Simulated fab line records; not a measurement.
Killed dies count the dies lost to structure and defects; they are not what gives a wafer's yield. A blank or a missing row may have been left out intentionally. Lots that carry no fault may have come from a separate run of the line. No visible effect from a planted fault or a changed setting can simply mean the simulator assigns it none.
Which of the tools did it? -- flow sky130 -- 33 wafers from 11 lots sampled at 4 of the route's 708 steps

## WHAT THE GAUGES READ, wafer by wafer
SKY_METAL2_OVL_MEAS_16. Usual: METAL2_OVL -3 nm, standard deviation 6.1.
lot,measured,on,METAL2_OVL (nm),flag
L988,day 35 01:59,overlay-02,-6 -6 -12,
L989,day 35 07:28,overlay-02,-2 2 5,
L990,day 35 10:31,overlay-01,-4 -1 8,
L992,day 36 03:32,overlay-01,5 -3 -2,
L993,day 37 02:35,overlay-02,7 1 7,
L994,day 37 04:13,overlay-01,-4 -11 -9,
L995,day 37 11:19,overlay-01,-5 -8 -2,
L997,day 38 20:04,overlay-01,-8 0 6,
L100,day 38 23:29,overlay-02,-14 -8 -17,
L110,day 41 18:49,overlay-02,-12 -13 -15,
L111,day 42 02:05,overlay-01,-6 0 -4,

SKY_VIA2_THK_MEAS_01. Usual: VIA2_HDPCVD_THK 1178 nm, standard deviation 14.
lot,measured,on,VIA2_HDPCVD_THK (nm),flag
L988,day 35 02:55,film metro-03,1198 1175 1190,
L989,day 35 08:28,film metro-03,1191 1190 1181,
L990,day 35 11:28,film metro-02,1185 1209 1192,
L992,day 36 04:39,film metro-02,1199 1175 1183,
L993,day 37 03:42,film metro-04,1154 1145 1175,
L994,day 37 05:10,film metro-03,1166 1190 1168,
L995,day 37 12:17,film metro-02,1167 1168 1151,
L997,day 38 21:14,film metro-03,423 417 1169,OFF
L100,day 39 00:39,film metro-04,1175 416 1184,OFF
L110,day 41 19:46,film metro-04,1170 1177 1167,
L111,day 42 03:02,film metro-02,1175 1193 1177,

## TOOL THAT RAN EACH LOT (tool first, then ch and the chambers of the sampled wafers, then the start)
lot,SKY_METAL2_ETCH_18,SKY_VIA2_HDPCVD_00
L988,"rie metal-01 ch 0,1, day 35 02:02","hdpcvd-02 ch 0,2, day 35 02:47"
L989,"rie metal-04 ch 0,1, day 35 07:32","hdpcvd-02 ch 0,2, day 35 08:20"
L990,"rie metal-02 ch 0,1, day 35 10:35","hdpcvd-02 ch 0,1,2, day 35 11:20"
L992,"rie metal-01 ch 0, day 36 03:38","hdpcvd-02 ch 0,2, day 36 04:31"
L993,"rie metal-01 ch 0, day 37 02:41","hdpcvd-02 ch 0,1,2, day 37 03:34"
L994,"rie metal-04 ch 0,1, day 37 04:16","hdpcvd-01 ch 0,1,2, day 37 05:02"
L995,"rie metal-02 ch 1, day 37 11:22","hdpcvd-01 ch 1,2, day 37 12:10"
L997,"rie metal-04 ch 1, day 38 20:10","hdpcvd-01 ch 1,2, day 38 21:07"
L100,"rie metal-04 ch 1, day 38 23:35","hdpcvd-01 ch 0,1,2, day 39 00:31"
L110,"rie metal-04 ch 0,1, day 41 18:53","hdpcvd-01 ch 1,2, day 41 19:38"
L111,"rie metal-02 ch 0,1, day 42 02:10","hdpcvd-01 ch 0,1, day 42 02:53"
- SKY_METAL2_ETCH_18: etches BARC in N2/H2, stops on SiO2, time 45.9 s, target depth 60 nm.
- SKY_VIA2_HDPCVD_00: deposits SiO2, target thk 1180 nm, time 196.7 s.

## WHAT THE TOOLS THEMSELVES READ (means of the sampled wafers that have a number; where no wafer has one, the mark that the record gives instead)
SKY_METAL2_ETCH_18. Usual: drypump motor current A 5.9 A, standard deviation 0.39; oes product au 0.854 a.u., standard deviation 0.004; throttle valve pct 13.226 %, standard deviation 0.0086.
lot,tool,drypump motor current A (A),oes product au (a.u.),throttle valve pct (%),flag
L988,rie metal-01,5.7,0.853,13.225,
L989,rie metal-04,6.1,0.857,13.220,
L990,rie metal-02,6.0,0.853,13.223,
L992,rie metal-01,5.6,0.855,13.226,
L993,rie metal-01,5.6,0.856,13.216,
L994,rie metal-04,6.1,0.856,13.231,
L995,rie metal-02,5.2,0.853,13.228,
L997,rie metal-04,6.1,0.854,13.236,
L100,rie metal-04,6.1,0.857,13.226,
L110,rie metal-04,6.1,0.853,13.223,
L111,rie metal-02,5.6,0.855,13.236,

## THE ANSWER, worked out from the rows above alone
Rule: take the mean of a lot's wafers that have a number; if it is more than 3 standard deviations from the usual mean, the lot is off. Also off: a lot with no number at a reading for which 4 or more lots have one. Any other lot the step has rows for is counted as sound. After the gauges, taken in route order, come the tools' own readings; for these a lot's mean is taken, as printed above. The first step at which some lot is off is used, and at that step the reading that is off furthest; a lot without a number counts as furthest.
Off: at SKY_VIA2_THK_MEAS_01 (VIA2_HDPCVD_THK), L997, L100.
A tool fits if, at a process step before that reading, it ran every lot that is off, and no sound lot after the first of them. Those tools and the gauges at SKY_VIA2_THK_MEAS_01 are tried in the same way. None of those tried fits.

## WHAT WAS PUT IN BY THE SIMULATOR
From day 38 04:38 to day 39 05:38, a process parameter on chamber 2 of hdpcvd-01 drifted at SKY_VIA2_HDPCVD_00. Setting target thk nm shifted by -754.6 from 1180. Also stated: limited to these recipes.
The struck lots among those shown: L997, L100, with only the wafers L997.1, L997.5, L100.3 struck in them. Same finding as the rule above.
